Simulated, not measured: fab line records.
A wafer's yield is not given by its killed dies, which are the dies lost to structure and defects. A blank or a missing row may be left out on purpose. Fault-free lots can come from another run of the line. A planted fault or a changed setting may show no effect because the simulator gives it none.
Which tool was responsible? | flow sky130 | 45 wafers from 15 lots sampled at 4 of the route's 708 steps

## WHAT THE GAUGES SHOWED, per wafer
The record holds no reading of a measuring or inspecting step that can be judged against a usual standard deviation.

## WHAT TOOL EACH LOT RAN ON (gives the tool, then ch and the chambers of the sampled wafers, and finally the start)
lot  | SKY_VIA3_CMP_02               | SKY_VIA3_PEB_10                   | SKY_VIA3_STRIP_16                    | SKY_VIA3_CVD_21
L874 | cmp-01 ch 1,3, day 37 20:38   | litho track-01 ch 0, day 38 21:00 | plasma asher-01 ch 1, day 38 22:08   | cvd w-02 ch 0,1, day 38 22:48
L878 | cmp-01 ch 0,3, day 39 11:51   | litho track-01 ch 0, day 40 11:00 | plasma asher-01 ch 0,1, day 40 12:23 | cvd w-02 ch 0,1, day 40 13:03
L880 | cmp-02 ch 0,1,2, day 40 07:23 | litho track-03 ch 0, day 41 07:00 | plasma asher-03 ch 0,1, day 41 08:18 | cvd w-02 ch 0,1, day 41 08:59
L879 | cmp-01 ch 0,2,3, day 40 07:34 | litho track-01 ch 0, day 41 08:00 | plasma asher-04 ch 0,1, day 41 08:47 | cvd w-01 ch 0,1, day 41 09:29
L881 | cmp-01 ch 0,1, day 40 10:47   | litho track-01 ch 0, day 41 10:00 | plasma asher-04 ch 0,1, day 41 11:14 | cvd w-02 ch 0,1, day 41 11:54
L884 | cmp-02 ch 0,1,2, day 41 17:56 | litho track-03, day 42 17:00      | plasma asher-01 ch 0,1, day 42 17:57 | cvd w-02 ch 0,1, day 42 18:41
L885 | cmp-02 ch 0,1,2, day 41 18:54 | litho track-02, day 42 18:00      | plasma asher-04 ch 0,1, day 42 18:56 | cvd w-02 ch 0,1, day 42 19:36
L886 | cmp-02 ch 0,1,3, day 41 19:18 | litho track-02, day 42 18:00      | plasma asher-04 ch 0,1, day 42 19:33 | cvd w-02 ch 0,1, day 42 20:14
L887 | cmp-01 ch 0,2,3, day 41 20:41 | litho track-03 ch 0, day 42 20:00 | plasma asher-01 ch 0,1, day 42 20:51 | cvd w-02 ch 0,1, day 42 21:30
L888 | cmp-01 ch 2,3, day 42 05:49   | litho track-03 ch 0, day 43 04:00 | plasma asher-01 ch 0,1, day 43 05:23 | cvd w-02 ch 0,1, day 43 06:02
L889 | cmp-01 ch 1,2,3, day 43 13:25 | litho track-02 ch 0, day 44 12:00 | plasma asher-03 ch 0,1, day 44 13:15 | cvd w-02 ch 0,1, day 44 13:55
L891 | cmp-01 ch 0,1,3, day 43 20:21 | litho track-03 ch 0, day 44 19:00 | plasma asher-01 ch 0,1, day 44 19:50 | cvd w-01 ch 0,1, day 44 20:29
L894 | cmp-01 ch 0,2,3, day 44 01:52 | litho track-02 ch 0, day 44 23:00 | plasma asher-03 ch 0,1, day 44 23:50 | cvd w-01 ch 0,1, day 45 00:30
L892 | cmp-02 ch 0,1,2, day 44 03:22 | litho track-03 ch 0, day 45 01:00 | plasma asher-04 ch 1, day 45 01:42   | cvd w-01 ch 0,1, day 45 02:22
L896 | cmp-01 ch 2,3, day 44 14:29   | litho track-02 ch 0, day 45 11:00 | plasma asher-03 ch 0, day 45 11:54   | cvd w-02 ch 0,1, day 45 12:54
- SKY_VIA3_CMP_02: polishes SiO2.
- SKY_VIA3_PEB_10
- SKY_VIA3_STRIP_16: strips in O2/N2.
- SKY_VIA3_CVD_21: deposits W, target thk 390 nm, time 117.31 s.

## AS READ BY THE TOOLS THEMSELVES (means over the sampled wafers that have a number; for cases with no such wafer, the mark the record gives instead)
SKY_VIA3_CMP_02. Usual: motor current A at 12.1 A, with a standard deviation of 1.
lot  | tool   | motor current A (A) | flag
L874 | cmp-01 | 11.9                |
L878 | cmp-01 | 11.1                |
L880 | cmp-02 | 11.3                |
L879 | cmp-01 | 12.1                |
L881 | cmp-01 | 12.0                |
L884 | cmp-02 | 11.6                |
L885 | cmp-02 | 11.8                |
L886 | cmp-02 | 11.9                |
L887 | cmp-01 | 12.2                |
L888 | cmp-01 | 13.0                |
L889 | cmp-01 | 12.8                |
L891 | cmp-01 | 12.0                |
L894 | cmp-01 | 12.1                |
L892 | cmp-02 | 11.6                |
L896 | cmp-01 | 11.7                |

SKY_VIA3_PEB_10. Usual: exhaust pa at 45.2 Pa, with a standard deviation of 0.99.
lot  | tool           | exhaust pa (Pa) | flag
L874 | litho track-01 | 45.3            |
L878 | litho track-01 | 45.2            |
L880 | litho track-03 | 45.4            |
L879 | litho track-01 | 46.4            |
L881 | litho track-01 | 45.6            |
L884 | litho track-03 | -               | OFF
L885 | litho track-02 | -               | OFF
L886 | litho track-02 | -               | OFF
L887 | litho track-03 | 45.9            |
L888 | litho track-03 | 44.0            |
L889 | litho track-02 | 45.1            |
L891 | litho track-03 | 43.6            |
L894 | litho track-02 | 44.8            |
L892 | litho track-03 | 45.0            |
L896 | litho track-02 | 44.8            |

SKY_VIA3_STRIP_16. Usual: chamber pressure mTorr 1500.1 mTorr, standard deviation 1.2; drypump motor current A 5.7 A, standard deviation 0.37; oes product au 0.402 a.u., standard deviation 0.0043; strip time to endpoint s 4.130 s, standard deviation 0.028.
lot  | tool            | chamber pressure mTorr (mTorr) | drypump motor current A (A) | oes product au (a.u.) | strip time to endpoint s (s) | flag
L874 | plasma asher-01 | 1500.4                         | 5.8                         | 0.404                 | 4.168                        |
L878 | plasma asher-01 | 1501.3                         | 5.5                         | 0.402                 | 4.162                        |
L880 | plasma asher-03 | 1500.7                         | 5.8                         | 0.401                 | 4.153                        |
L879 | plasma asher-04 | 1500.4                         | 5.9                         | 0.401                 | 4.116                        |
L881 | plasma asher-04 | 1499.5                         | 5.6                         | 0.405                 | 4.104                        |
L884 | plasma asher-01 | 1500.1                         | 5.7                         | 0.405                 | 4.128                        |
L885 | plasma asher-04 | 1500.2                         | 5.6                         | 0.399                 | 4.147                        |
L886 | plasma asher-04 | 1500.0                         | 5.6                         | 0.399                 | 4.102                        |
L887 | plasma asher-01 | 1500.0                         | 5.6                         | 0.400                 | 4.124                        |
L888 | plasma asher-01 | 1499.9                         | 5.6                         | 0.400                 | 4.101                        |
L889 | plasma asher-03 | 1499.5                         | 5.8                         | 0.399                 | 4.123                        |
L891 | plasma asher-01 | 1499.2                         | 5.6                         | 0.405                 | 4.139                        |
L894 | plasma asher-03 | 1501.3                         | 5.9                         | 0.402                 | 4.127                        |
L892 | plasma asher-04 | 1501.2                         | 5.2                         | 0.397                 | 4.143                        |
L896 | plasma asher-03 | 1499.8                         | 5.9                         | 0.401                 | 4.133                        |

SKY_VIA3_CVD_21. Usual: heater power w at 809 W, with a standard deviation of 36.
lot  | tool     | heater power w (W) | flag
L874 | cvd w-02 | 823                |
L878 | cvd w-02 | 829                |
L880 | cvd w-02 | 828                |
L879 | cvd w-01 | 807                |
L881 | cvd w-02 | 823                |
L884 | cvd w-02 | 816                |
L885 | cvd w-02 | 804                |
L886 | cvd w-02 | 838                |
L887 | cvd w-02 | 816                |
L888 | cvd w-02 | 814                |
L889 | cvd w-02 | 801                |
L891 | cvd w-01 | 810                |
L894 | cvd w-01 | 791                |
L892 | cvd w-01 | 806                |
L896 | cvd w-02 | 838                |

## THE ANSWER, worked out from the rows above alone
Rule: lot off if the mean of its wafers having a number is beyond 3 standard deviations from the usual mean. A lot without any number at a reading at which 4 lots or more have one is off too. Where the step has rows for the other lots, those lots are counted as sound. The gauges are gone through in route order, then the tools' own readings, and for those a lot's mean is taken as printed above. At the first step where some lot is off, the reading lying furthest off is the one used; lots without a number count as furthest.
Off: L884, L885, L886 (SKY_VIA3_PEB_10, exhaust pa). Without a number there: L884, L885, L886.
A tool fits if, at that step or a process step before it, it ran every lot that is off, and no sound lot after the first of them. No candidate that was tried fits.

## WHAT THE SIMULATOR HAD PUT IN
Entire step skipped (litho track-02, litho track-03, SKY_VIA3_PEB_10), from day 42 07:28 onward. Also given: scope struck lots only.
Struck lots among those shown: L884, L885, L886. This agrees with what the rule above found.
